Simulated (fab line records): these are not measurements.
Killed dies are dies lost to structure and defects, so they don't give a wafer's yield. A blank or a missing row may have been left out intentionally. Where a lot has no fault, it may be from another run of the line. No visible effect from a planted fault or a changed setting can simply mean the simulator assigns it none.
2 desks, one fault + flow gf180mcu + each desk holds nothing but its own numbers, with what lay behind them at the end

## DESK OF THE TOOL OWNER: rtp anneal-01
Per lot that ran on this tool, the mean of the sampled wafers carrying a number, from the tool's own readings at GF_PSD_RTA_13 (time 20 s). The brackets show how far a lot's mean lies from the usual mean; more than 4 standard deviations puts the lot out of limits, marked OUT.
Columns: A = lamp power pct at GF_PSD_RTA_13, usual 32.1 %; B = wafer_temp_C_max at GF_PSD_RTA_13, usual 1030.4
| lot  | first seen here | A    | B                 |
|------|-----------------|------|-------------------|
| L829 | day 14 13:43    | 29.8 | 1030.8            |
| L830 | day 15 03:54    | 29.8 | 1031.3            |
| L831 | day 15 12:52    | 29.7 | 1030.4            |
| L836 | day 17 01:13    | 29.7 | 1030.4            |
| L840 | day 18 09:47    | 30.2 | 1036.8 (+5.8) OUT |
| L842 | day 19 07:24    | 30.3 | 1036.8 (+5.8) OUT |
| L850 | day 21 20:55    | 29.7 | 1030.0            |
This desk finds L840, L842 out of limits, L840 being first, at day 18 09:47 (wafer_temp_C_max at GF_PSD_RTA_13). In limits: L829, L830, L831, L836, L850.

## FROM THE METROLOGY DESK
What the gauges read for every lot (on any tool): the sampled wafers with a number, averaged. The brackets show how far a lot's mean lies from the usual mean; more than 4 standard deviations puts the lot out of limits, marked OUT.
Columns: A = HV_LDD_01_OVL at GF_HV_LDD_OVL_MEAS_20, usual -0.5 nm; B = PSD_TW at GF_PSD_TW_MEAS_11, usual 3169; C = NSD_RS at GF_PSD_RS_MEAS_14, usual 46.12 ohm/sq; D = PSD_RS at GF_PSD_RS_MEAS_15, usual 108.5 ohm/sq
| lot  | first seen here | A    | B    | C                | D                |
|------|-----------------|------|------|------------------|------------------|
| L829 | day 11 02:08    | -2.8 | 3181 | 46.26            | 108.8            |
| L830 | day 11 13:52    | -1.6 | 3166 | 46.15            | 108.5            |
| L831 | day 11 22:31    | -2.1 | 3207 | 46.22            | 108.7            |
| L836 | day 13 06:02    | 1.8  | 3142 | 46.09            | 108.4            |
| L840 | day 14 09:54    | 0.8  | 3155 | 45.14 (-7.0) OUT | 104.8 (-9.3) OUT |
| L841 | day 14 23:27    | -0.8 | 3146 | 46.03            | 108.0            |
| L842 | day 15 05:42    | 0.6  | 3202 | 45.46 (-4.7) OUT | 105.8 (-6.8) OUT |
| L846 | day 16 12:59    | 0.5  | 3125 | 46.01            | 108.4            |
| L847 | day 16 14:49    | 1.3  | 3213 | 46.35            | 109.0            |
| L849 | day 17 12:35    | -0.1 | 3141 | 46.14            | 108.6            |
| L850 | day 17 14:45    | -1.8 | 3177 | 46.01            | 108.1            |
| L851 | day 17 23:13    | -1.9 | 3185 | 46.18            | 108.7            |
This desk reports L840, L842 out of limits; the earliest was L840 at day 18 09:53 (NSD_RS at GF_PSD_RS_MEAS_14). In limits: L829, L830, L831, L836, L841, L846, L847, L849, L850, L851.

## BROUGHT TOGETHER
On L840, L842, at day 18 09:47, an alarm was possible from the tool owner's desk.
An alarm was possible from the metrology desk at day 18 09:53, on L840, L842.
Every lot named ran GF_PSD_RTA_13 on rtp anneal-01.

## WHAT THE SIMULATOR HAD PUT IN
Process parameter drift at GF_PSD_RTA_13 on rtp anneal-01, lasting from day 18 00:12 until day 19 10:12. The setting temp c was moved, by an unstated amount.
Struck lots among those shown: L840, L842.
Delay (hours) between the fault's onset and each desk's first out-of-limits reading: 10 at the tool owner's desk, 10 at the metrology desk.
